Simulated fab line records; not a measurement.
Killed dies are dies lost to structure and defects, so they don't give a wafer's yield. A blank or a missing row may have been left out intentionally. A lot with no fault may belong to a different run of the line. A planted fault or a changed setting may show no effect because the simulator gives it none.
fab line records	flow gf180mcu
[record] lots = 14	wafers = 42	last-day = 34
route steps=602 shown HV_LDD@229 SAB@264 SALICIDE@281
lots that met no fault: taken from a fault-free run of the same line
start-h: start of the lot's first displayed wafer, in hours after the record's first day	wait-h: time in hours since the lot's previous step	" as in the row above	L1.1+2: a single row standing in for several wafers	- no value present, or no start provided	* or withheld: withheld	< > ~ a bound
route shown NAME@n: a module of which the file shows steps, and the number in the route of the first	usual: mean/standard deviation of fault-free wafers	same: alike in all rows	chamber/n: place in a boat	sites: the reading at each site	_std_site: standard deviation across them	_edge_site: inner sites' mean taken away from outer sites' mean	radius-mm: for every site, how far away it sits from the centre of the wafer	mask NAME#n: copy n	behind: the most recent tool/chamber to have shaped the wafer	hold: reason for holding the lot/hours on hold/outcome of the hold	device: names the non-switching transistor (n, p or np)	end of line: the route-end tests of the same wafers	for a step that has no rows: nothing shown but its recipe	killed: the dies lost at the first sort to structure and to defects; this is not the yield of the wafer	map: the dies of a wafer, with x for killed, . for not killed, _ for no die there
set.NAME: the setting the step ran with; set.NAME@STEP: the setting that earlier step ran with	model.NAME: the simulator's own value behind a step, which no gauge read
steps of the route over a sample of lots; a table a step, a row a wafer
services: when a tool's chamber went out of use (start-h, in hours from the record's first day, below 0 if earlier), for how many hours, and the reason
[[steps]]
[step GF_HV_LDD_RS_MEAS_53]
[recipe] thk-meas-gauge = four-point-probe
[usual] HV_LDD_RS = 418.2/0.84
lot.wafer	tool	chamber	start-h	wait-h	HV_LDD_RS[ohm/sq]
L969.2	film-metro-03	-	277.26	0.1	416.2
L969.4	"	-	"	"	416.9
L969.6	"	-	"	"	419.4
L970.1	film-metro-01	-	284.49	0.1	418.7
L970.4	"	-	"	"	419.2
L970.5	"	-	"	"	418.4
L972.2	film-metro-01	-	301.96	0.1	418.4
L972.3	"	-	"	"	418.4
L972.5	"	-	"	"	418.3
L975.2	film-metro-01	-	333.11	0.1	418.6
L975.4	"	-	"	"	418.6
L975.5	"	-	"	"	418.5
L976.4	film-metro-04	-	338.29	0.1	418.6
L976.5	"	-	"	"	419.1
L976.6	"	-	"	"	418.7
L977.4	film-metro-03	-	343.78	0.1	417.8
L977.5	"	-	"	"	418.8
L977.6	"	-	"	"	419.7
L978.1	film-metro-04	-	358.52	0.1	418.3
L978.3	"	-	"	"	417.7
L978.4	"	-	"	"	418.6
L979.1	film-metro-03	-	373.22	0.1	418.1
L979.3	"	-	"	"	417.3
L979.5	"	-	"	"	417.9
L980.4	film-metro-01	-	385.83	0.1	417.5
L980.5	"	-	"	"	419.2
L980.6	"	-	"	"	418.8
L985.3	film-metro-04	-	420.88	0.1	417.3
L985.4	"	-	"	"	417.1
L985.6	"	-	"	"	417.3
L988.1	film-metro-04	-	434.32	0.1	418.1
L988.2	"	-	"	"	417.4
L988.4	"	-	"	"	416.8
L989.2	film-metro-04	-	439.66	0.1	420.2
L989.5	"	-	"	"	419.8
L989.6	"	-	"	"	419.4
L990.3	film-metro-03	-	449.86	0.1	418.2
L990.4	"	-	"	"	416.9
L990.6	"	-	"	"	417.8
L991.3	film-metro-03	-	456.48	0.1	419.6
L991.4	"	-	"	"	420.0
L991.5	"	-	"	"	419.2
[step GF_SAB_CVD_00]
[recipe] material = SiO2	target-thk-nm = 50	precursor = TEOS	temp-c = 400	time-s = 4.9302	rf-w = 600
[usual] heater-power-w = 673/87
lot.wafer	tool	chamber	start-h	wait-h	heater-power-w
L969.2	pecvd-04	0	321.50	0.1	570
L969.4	"	2	"	"	573
L969.6	"	1	"	"	704
L970.1	pecvd-02	2	330.63	0.1	793
L970.4	"	0	"	"	651
L970.5	"	1	"	"	722
L972.2	pecvd-02	1	348.89	0.1	694
L972.3	"	2	"	"	795
L972.5	"	1	"	"	696
L975.2	pecvd-04	1	381.00	0.1	703
L975.4	"	1	"	"	725
L975.5	"	2	"	"	640
L976.4	pecvd-03	1	386.59	0.0	766
L976.5	"	2	"	"	575
L976.6	"	0	"	"	753
L977.4	pecvd-04	1	392.29	0.0	711
L977.5	"	0	"	"	530
L977.6	"	2	"	"	582
L978.1	pecvd-03	0	407.33	0.1	713
L978.3	"	2	"	"	509
L978.4	"	2	"	"	528
L979.1	pecvd-03	0	424.19	0.1	779
L979.3	"	1	"	"	853
L979.5	"	2	"	"	578
L980.4	pecvd-03	1	436.64	0.0	790
L980.5	"	2	"	"	532
L980.6	"	0	"	"	827
L985.3	pecvd-04	0	471.78	0.1	593
L985.4	"	2	"	"	630
L985.6	"	1	"	"	666
L988.1	pecvd-04	2	485.39	0.1	553
L988.2	"	0	"	"	580
L988.4	"	1	"	"	644
L989.2	pecvd-02	2	491.09	0.1	692
L989.5	"	1	"	"	641
L989.6	"	0	"	"	602
L990.3	pecvd-03	1	501.39	0.1	807
L990.4	"	2	"	"	597
L990.6	"	1	"	"	820
L991.3	pecvd-02	1	506.69	0.1	716
L991.4	"	2	"	"	719
L991.5	"	0	"	"	561
[step GF_SAB_THK_MEAS_01]
[recipe] reads = SiO2_of_SAB_CVD_00
[usual] SAB_CVD_00_THK = 50.1/0.63
lot.wafer	tool	chamber	start-h	wait-h	SAB_CVD_00_THK[nm]
L969.2	film-metro-02	-	321.52	0.0	49.7
L969.4	"	-	"	"	50.1
L969.6	"	-	"	"	50.2
L970.1	film-metro-03	-	330.65	0.0	49.8
L970.4	"	-	"	"	50.3
L970.5	"	-	"	"	50.3
L972.2	film-metro-03	-	348.92	0.0	49.8
L972.3	"	-	"	"	50.2
L972.5	"	-	"	"	50.7
L975.2	film-metro-04	-	381.03	0.0	49.6
L975.4	"	-	"	"	50.3
L975.5	"	-	"	"	50.2
L976.4	film-metro-04	-	386.63	0.0	50.4
L976.5	"	-	"	"	50.8
L976.6	"	-	"	"	51.1
L977.4	film-metro-02	-	392.33	0.0	50.4
L977.5	"	-	"	"	50.2
L977.6	"	-	"	"	50.6
L978.1	film-metro-02	-	407.35	0.0	49.8
L978.3	"	-	"	"	50.1
L978.4	"	-	"	"	50.7
L979.1	film-metro-04	-	424.21	0.0	49.4
L979.3	"	-	"	"	49.9
L979.5	"	-	"	"	50.6
L980.4	film-metro-03	-	436.68	0.0	50.7
L980.5	"	-	"	"	51.1
L980.6	"	-	"	"	50.6
L985.3	film-metro-02	-	471.82	0.0	16.0
L985.4	"	-	"	"	15.7
L985.6	"	-	"	"	16.2
L988.1	film-metro-04	-	485.41	0.0	15.1
L988.2	"	-	"	"	15.2
L988.4	"	-	"	"	15.2
L989.2	film-metro-03	-	491.12	0.0	49.4
L989.5	"	-	"	"	50.2
L989.6	"	-	"	"	49.4
L990.3	film-metro-03	-	501.43	0.0	49.9
L990.4	"	-	"	"	50.3
L990.6	"	-	"	"	50.4
L991.3	film-metro-02	-	506.73	0.0	49.9
L991.4	"	-	"	"	50.9
L991.5	"	-	"	"	49.3
[step GF_SALICIDE_SPUTTER_03]
[recipe] material = TiN	target-thk-nm = 20	power-w = 6500	time-s = 16.7	chamber-pressure-pa = 0.4
[usual] throttle-valve-pct = 30.1/1.2
lot.wafer	tool	chamber	start-h	wait-h	throttle-valve-pct
L969.2	pvd-sputter-04	-	343.06	0.0	30.3
L969.4	"	-	"	"	29.2
L969.6	"	-	"	"	30.1
L970.1	pvd-sputter-03	-	353.03	0.0	30.1
L970.4	"	-	"	"	30.6
L970.5	"	-	"	"	30.3
L972.2	pvd-sputter-04	-	371.94	0.0	31.5
L972.3	"	-	"	"	29.5
L972.5	"	-	"	"	30.3
L975.2	pvd-sputter-04	-	404.68	0.0	31.6
L975.4	"	-	"	"	30.3
L975.5	"	-	"	"	30.2
L976.4	pvd-sputter-04	-	410.18	0.0	29.3
L976.5	"	-	"	"	29.5
L976.6	"	-	"	"	31.7
L977.4	pvd-sputter-03	-	416.44	0.0	30.0
L977.5	"	-	"	"	27.5
L977.6	"	-	"	"	30.8
L978.1	pvd-sputter-04	-	431.63	0.0	31.5
L978.3	"	-	"	"	30.5
L978.4	"	-	"	"	30.4
L979.1	pvd-sputter-02	-	448.27	0.0	28.6
L979.3	"	-	"	"	29.5
L979.5	"	-	"	"	31.5
L980.4	pvd-sputter-02	-	460.58	0.0	31.4
L980.5	"	-	"	"	29.7
L980.6	"	-	"	"	31.4
L985.3	pvd-sputter-04	-	495.58	0.0	30.1
L985.4	"	-	"	"	29.4
L985.6	"	-	"	"	31.7
L988.1	pvd-sputter-03	-	509.44	0.0	29.9
L988.2	"	-	"	"	27.7
L988.4	"	-	"	"	30.2
L989.2	pvd-sputter-03	-	514.63	0.0	30.6
L989.5	"	-	"	"	27.4
L989.6	"	-	"	"	30.2
L990.3	pvd-sputter-04	-	525.12	0.0	30.4
L990.4	"	-	"	"	29.3
L990.6	"	-	"	"	30.2
L991.3	pvd-sputter-04	-	530.69	0.0	29.5
L991.4	"	-	"	"	29.3
L991.5	"	-	"	"	29.3
[step GF_SALICIDE_RS_MEAS_04]
[recipe] thk-meas-gauge = four-point-probe	reads = TiN_of_SALICIDE_SPUTTER_03+Co_of_SALICIDE_SPUTTER_02
[usual] SALICIDE_TIN_RS = 16.3/0.3
lot.wafer	tool	chamber	start-h	wait-h	SALICIDE_TIN_RS[ohm/sq]
L969.2	film-metro-01	-	343.11	0.0	16.1
L969.4	"	-	"	"	16.5
L969.6	"	-	"	"	16.1
L970.1	film-metro-01	-	353.05	0.0	16.9
L970.4	"	-	"	"	16.0
L970.5	"	-	"	"	16.8
L972.2	film-metro-02	-	371.98	0.0	16.3
L972.3	"	-	"	"	16.3
L972.5	"	-	"	"	16.0
L975.2	film-metro-01	-	404.72	0.0	16.8
L975.4	"	-	"	"	16.5
L975.5	"	-	"	"	16.6
L976.4	film-metro-02	-	410.26	0.1	16.1
L976.5	"	-	"	"	16.1
L976.6	"	-	"	"	16.4
L977.4	film-metro-02	-	416.53	0.1	17.0
L977.5	"	-	"	"	16.4
L977.6	"	-	"	"	16.7
L978.1	film-metro-02	-	431.65	0.0	16.7
L978.3	"	-	"	"	16.5
L978.4	"	-	"	"	16.4
L979.1	film-metro-01	-	448.29	0.0	16.6
L979.3	"	-	"	"	16.0
L979.5	"	-	"	"	16.6
L980.4	film-metro-01	-	460.66	0.1	16.1
L980.5	"	-	"	"	16.1
L980.6	"	-	"	"	16.7
L985.3	film-metro-02	-	495.65	0.1	15.7
L985.4	"	-	"	"	15.9
L985.6	"	-	"	"	16.0
L988.1	film-metro-02	-	509.46	0.0	16.6
L988.2	"	-	"	"	16.7
L988.4	"	-	"	"	16.5
L989.2	film-metro-02	-	514.68	0.0	16.6
L989.5	"	-	"	"	16.4
L989.6	"	-	"	"	16.5
L990.3	film-metro-02	-	525.19	0.1	16.1
L990.4	"	-	"	"	16.0
L990.6	"	-	"	"	16.0
L991.3	film-metro-03	-	530.75	0.1	16.0
L991.4	"	-	"	"	15.9
L991.5	"	-	"	"	15.7
[[services]]
tool	chamber	start-h	hours	kind
pvd-sputter-02	1	301.25	-	consumable-replace:kit
pvd-sputter-02	1	301.25	18.0	scheduled-down
pvd-sputter-02	1	301.25	18.0	vent-cycle
pecvd-04	-	320.85	0.3	repair
pvd-sputter-03	0	330.45	-	consumable-replace:kit
pvd-sputter-03	0	330.45	18.0	scheduled-down
pvd-sputter-03	0	330.45	18.0	vent-cycle
pecvd-02	-	333.14	4.3	pm
pvd-sputter-02	-	342.22	2.4	repair
pvd-sputter-02	-	344.74	1.2	repair
pecvd-03	-	357.34	6.0	pm
pvd-sputter-02	-	361.34	0.6	repair
pecvd-03	-	364.15	0.8	repair
pecvd-02	2	407.92	2.2	repair
pvd-sputter-04	3	417.27	-	consumable-replace:kit
pvd-sputter-04	3	417.27	18.0	scheduled-down
pvd-sputter-04	3	417.27	18.0	vent-cycle
pecvd-04	-	447.25	6.0	pm
pvd-sputter-02	0	467.08	-	consumable-replace:kit
pvd-sputter-02	0	467.08	18.0	scheduled-down
pvd-sputter-02	0	467.08	18.0	vent-cycle
pecvd-02	2	471.99	1.8	repair
pecvd-02	0	473.59	7.6	repair
pvd-sputter-03	-	490.36	0.8	repair
[[key]]
[first-sign] step = GF_SAB_THK_MEAS_01	reading = SAB_CVD_00_THK	direction = down	sigmas = 55	usual = 50.1	struck = 15.6
effect none on later readings
met-at GF_SAB_CVD_00
struck-lots L985,L988
rows-end L988.1,L988.2,L988.4
tester-left-out L985
not-acting-at GF_HV_LDD_RS_MEAS_53,GF_SALICIDE_SPUTTER_03,GF_SALICIDE_RS_MEAS_04
onset-between 392.29 471.78
[fault] kind = process-parameter-drift	tool = pecvd-04	chamber = -	onset-h = 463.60	steps = GF_SAB_CVD_00	channel = target-thk-nm	offset = -34.791	shape = step	end-h = 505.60	acts-in = these-recipes-only	stated = 50
// tester-left-out: of these lots the tester's yield and bins aren't shown, on N5 and GAA mostly nor the transistor test; their killed dies are dies lost to structure and defects alone, not to doping, threshold or leakage, so they don't give the yield
// rows-end: these wafers met a further fault down the route, and their rows from its step on are left out
